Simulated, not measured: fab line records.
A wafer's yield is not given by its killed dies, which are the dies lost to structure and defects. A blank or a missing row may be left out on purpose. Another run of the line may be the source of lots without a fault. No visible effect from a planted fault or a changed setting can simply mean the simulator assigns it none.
The tool behind it: which one? | flow sky130 | 42 wafers from 14 lots sampled at 4 of the route's 708 steps

== WHAT THE GAUGES SHOWED, per wafer ==
The record lacks any reading of a measuring or inspecting step that a usual standard deviation could be used to judge.

== EACH LOT AND THE TOOL THAT RAN IT (in order: tool; ch and the chambers of the sampled wafers; start) ==
lot  | SKY_POLY_CUT_ETCH_11               | SKY_RES_XHIGH_STRIP_08               | SKY_SD_N_DEVELOP_06               | SKY_SD_N_RTA_14
L800 | rie diel-01 ch 0,1,3, day 24 22:20 | plasma asher-01 ch 0,1, day 27 08:57 | litho track-01 ch 0, day 28 12:37 | rtp anneal-01 ch 0, day 28 13:28
L804 | rie diel-04 ch 0,1,2, day 26 03:24 | plasma asher-02 ch 0,1, day 28 12:48 | litho track-03 ch 0, day 29 16:52 | rtp anneal-02 ch 0, day 29 17:41
L803 | rie diel-03 ch 2,3, day 26 03:44   | plasma asher-04 ch 0,1, day 28 13:12 | litho track-03 ch 0, day 29 17:12 | rtp anneal-01 ch 0, day 29 18:00
L807 | rie diel-01 ch 0,1, day 27 00:11   | plasma asher-04 ch 0,1, day 29 09:43 | litho track-01 ch 0, day 30 12:31 | rtp anneal-02 ch 0, day 30 13:19
L809 | rie diel-01 ch 0,1,2, day 27 13:52 | plasma asher-01 ch 0,1, day 29 22:02 | litho track-01 ch 0, day 31 01:46 | rtp anneal-02 ch 0, day 31 02:32
L810 | rie diel-01 ch 1,2,3, day 27 20:10 | plasma asher-02 ch 0,1, day 30 04:23 | litho track-04, day 31 07:32      | rtp anneal-01 ch 0, day 31 08:19
L811 | rie diel-01 ch 1,2,3, day 28 05:12 | plasma asher-02 ch 0,1, day 30 13:38 | litho track-04, day 31 16:38      | rtp anneal-02 ch 0, day 31 17:27
L816 | rie diel-04 ch 1,2, day 29 12:00   | plasma asher-01 ch 0,1, day 31 19:27 | litho track-04 ch 0, day 32 21:02 | rtp anneal-01 ch 0, day 32 21:51
L818 | rie diel-04 ch 0,2,3, day 30 13:33 | plasma asher-02 ch 0,1, day 32 19:24 | litho track-03 ch 0, day 33 22:31 | rtp anneal-01 ch 0, day 33 23:20
L819 | rie diel-04 ch 0,1,2, day 30 22:13 | plasma asher-02 ch 0,1, day 33 04:44 | litho track-04 ch 0, day 34 05:50 | rtp anneal-02 ch 0, day 34 06:37
L820 | rie diel-03 ch 0,3, day 31 00:00   | plasma asher-01 ch 0,1, day 33 05:14 | litho track-03 ch 0, day 34 06:14 | rtp anneal-01 ch 0, day 34 07:02
L821 | rie diel-01 ch 0,1, day 31 15:34   | plasma asher-04 ch 0,1, day 33 21:06 | litho track-04 ch 0, day 34 23:47 | rtp anneal-02 ch 0, day 35 00:36
L822 | rie diel-03 ch 2,3, day 31 18:56   | plasma asher-01 ch 1, day 34 00:15   | litho track-01 ch 0, day 35 02:28 | rtp anneal-01 ch 0, day 35 03:16
L823 | rie diel-01 ch 1,2,3, day 31 21:02 | plasma asher-02 ch 0,1, day 34 01:03 | litho track-04 ch 0, day 35 03:38 | rtp anneal-02 ch 0, day 35 04:27
- SKY_POLY_CUT_ETCH_11: etches Si3N4 in CF4/CH2F2/Ar, stops on poly-Si, time 42.5 s, target depth 60 nm.
- SKY_RES_XHIGH_STRIP_08: strips in O2/N2.
- SKY_SD_N_DEVELOP_06: develop time 60 s.
- SKY_SD_N_RTA_14: time 2 s.

== AS READ BY THE TOOLS THEMSELVES (means over the sampled wafers that have a number; for cases with no such wafer, the mark the record gives instead) ==
SKY_POLY_CUT_ETCH_11. Usual: drypump motor current A 5.6 A, standard deviation 0.5; oes product au 0.830 a.u., standard deviation 0.0066; throttle valve pct 14.994 %, standard deviation 0.008.
lot  | tool        | drypump motor current A (A) | oes product au (a.u.) | throttle valve pct (%) | flag
L800 | rie diel-01 | 5.4                         | 0.829                 | 14.989                 |
L804 | rie diel-04 | 5.8                         | 0.830                 | 14.994                 |
L803 | rie diel-03 | 5.9                         | 0.831                 | 14.989                 |
L807 | rie diel-01 | 5.5                         | 0.829                 | 14.997                 |
L809 | rie diel-01 | 5.8                         | 0.821                 | 14.996                 |
L810 | rie diel-01 | 5.6                         | 0.824                 | 14.998                 |
L811 | rie diel-01 | 5.6                         | 0.829                 | 14.987                 |
L816 | rie diel-04 | 5.9                         | 0.833                 | 14.992                 |
L818 | rie diel-04 | 5.8                         | 0.827                 | 14.989                 |
L819 | rie diel-04 | 5.9                         | 0.827                 | 14.984                 |
L820 | rie diel-03 | 5.9                         | 0.833                 | 14.989                 |
L821 | rie diel-01 | 5.5                         | 0.832                 | 14.999                 |
L822 | rie diel-03 | 5.9                         | 0.819                 | 14.991                 |
L823 | rie diel-01 | 5.6                         | 0.832                 | 14.998                 |

SKY_RES_XHIGH_STRIP_08. Usual: drypump motor current A 5.8 A, standard deviation 0.43; oes product au 0.711 a.u., standard deviation 0.0047; strip time to endpoint s 14.27 s, standard deviation 0.037.
lot  | tool            | drypump motor current A (A) | oes product au (a.u.) | strip time to endpoint s (s) | flag
L800 | plasma asher-01 | 5.8                         | 0.715                 | 14.30                        |
L804 | plasma asher-02 | 5.4                         | 0.709                 | 14.22                        |
L803 | plasma asher-04 | 6.3                         | 0.709                 | 14.22                        |
L807 | plasma asher-04 | 6.2                         | 0.710                 | 14.24                        |
L809 | plasma asher-01 | 5.8                         | 0.714                 | 14.25                        |
L810 | plasma asher-02 | 5.4                         | 0.707                 | 14.26                        |
L811 | plasma asher-02 | 5.5                         | 0.706                 | 14.33                        |
L816 | plasma asher-01 | 5.5                         | 0.710                 | 14.28                        |
L818 | plasma asher-02 | 5.4                         | 0.711                 | 14.24                        |
L819 | plasma asher-02 | 5.4                         | 0.717                 | 14.27                        |
L820 | plasma asher-01 | 5.5                         | 0.707                 | 14.29                        |
L821 | plasma asher-04 | 6.2                         | 0.712                 | 14.28                        |
L822 | plasma asher-01 | 5.3                         | 0.710                 | 14.32                        |
L823 | plasma asher-02 | 5.5                         | 0.715                 | 14.27                        |

SKY_SD_N_DEVELOP_06. Usual: chill plate temp C 23.02 C, standard deviation 0.11; exhaust pa 45.0 Pa, standard deviation 0.91.
lot  | tool           | chill plate temp C (C) | exhaust pa (Pa) | flag
L800 | litho track-01 | 23.04                  | 45.3            |
L804 | litho track-03 | 22.89                  | 44.7            |
L803 | litho track-03 | 22.95                  | 43.9            |
L807 | litho track-01 | 23.10                  | 44.4            |
L809 | litho track-01 | 23.06                  | 44.9            |
L810 | litho track-04 | -                      | -               | OFF
L811 | litho track-04 | -                      | -               | OFF
L816 | litho track-04 | 22.93                  | 45.6            |
L818 | litho track-03 | 23.16                  | 44.9            |
L819 | litho track-04 | 22.95                  | 45.2            |
L820 | litho track-03 | 22.93                  | 44.2            |
L821 | litho track-04 | 23.11                  | 44.7            |
L822 | litho track-01 | 22.88                  | 45.1            |
L823 | litho track-04 | 22.87                  | 44.3            |

SKY_SD_N_RTA_14. Usual: lamp power pct 15.73 %, standard deviation 0.055; wafer_temp_C_max 1078.1, standard deviation 1.3.
lot  | tool          | lamp power pct (%) | wafer_temp_C_max | flag
L800 | rtp anneal-01 | 15.72              | 1078.1           |
L804 | rtp anneal-02 | 15.79              | 1078.5           |
L803 | rtp anneal-01 | 15.67              | 1078.8           |
L807 | rtp anneal-02 | 15.68              | 1078.9           |
L809 | rtp anneal-02 | 15.74              | 1079.4           |
L810 | rtp anneal-01 | 15.74              | 1079.0           |
L811 | rtp anneal-02 | 15.74              | 1077.5           |
L816 | rtp anneal-01 | 15.77              | 1077.2           |
L818 | rtp anneal-01 | 15.70              | 1078.7           |
L819 | rtp anneal-02 | 15.79              | 1077.7           |
L820 | rtp anneal-01 | 15.74              | 1077.8           |
L821 | rtp anneal-02 | 15.72              | 1078.8           |
L822 | rtp anneal-01 | 15.73              | 1079.8           |
L823 | rtp anneal-02 | 15.73              | 1079.0           |

== THE ANSWER, worked out from the rows above alone ==
Rule: a lot is off if the mean of its wafers that have a number lies more than 3 standard deviations from the usual mean. Also off: a lot with no number at a reading for which 4 or more lots have one. Where the step has rows for the other lots, those lots are counted as sound. Order of review: gauges by route order, followed by the tools' own readings, for which a lot's mean as printed above is used. The first step at which some lot is off is used, and at that step the reading that is off furthest; a lot without a number counts as furthest.
Off: L810, L811 (SKY_SD_N_DEVELOP_06, chill plate temp C). Without a number there: L810, L811.
A tool fits if, at that step or a process step before it, it ran every lot that is off, and no sound lot after the first of them. No candidate that was tried fits.

== WHAT THE SIMULATOR HAD PUT IN ==
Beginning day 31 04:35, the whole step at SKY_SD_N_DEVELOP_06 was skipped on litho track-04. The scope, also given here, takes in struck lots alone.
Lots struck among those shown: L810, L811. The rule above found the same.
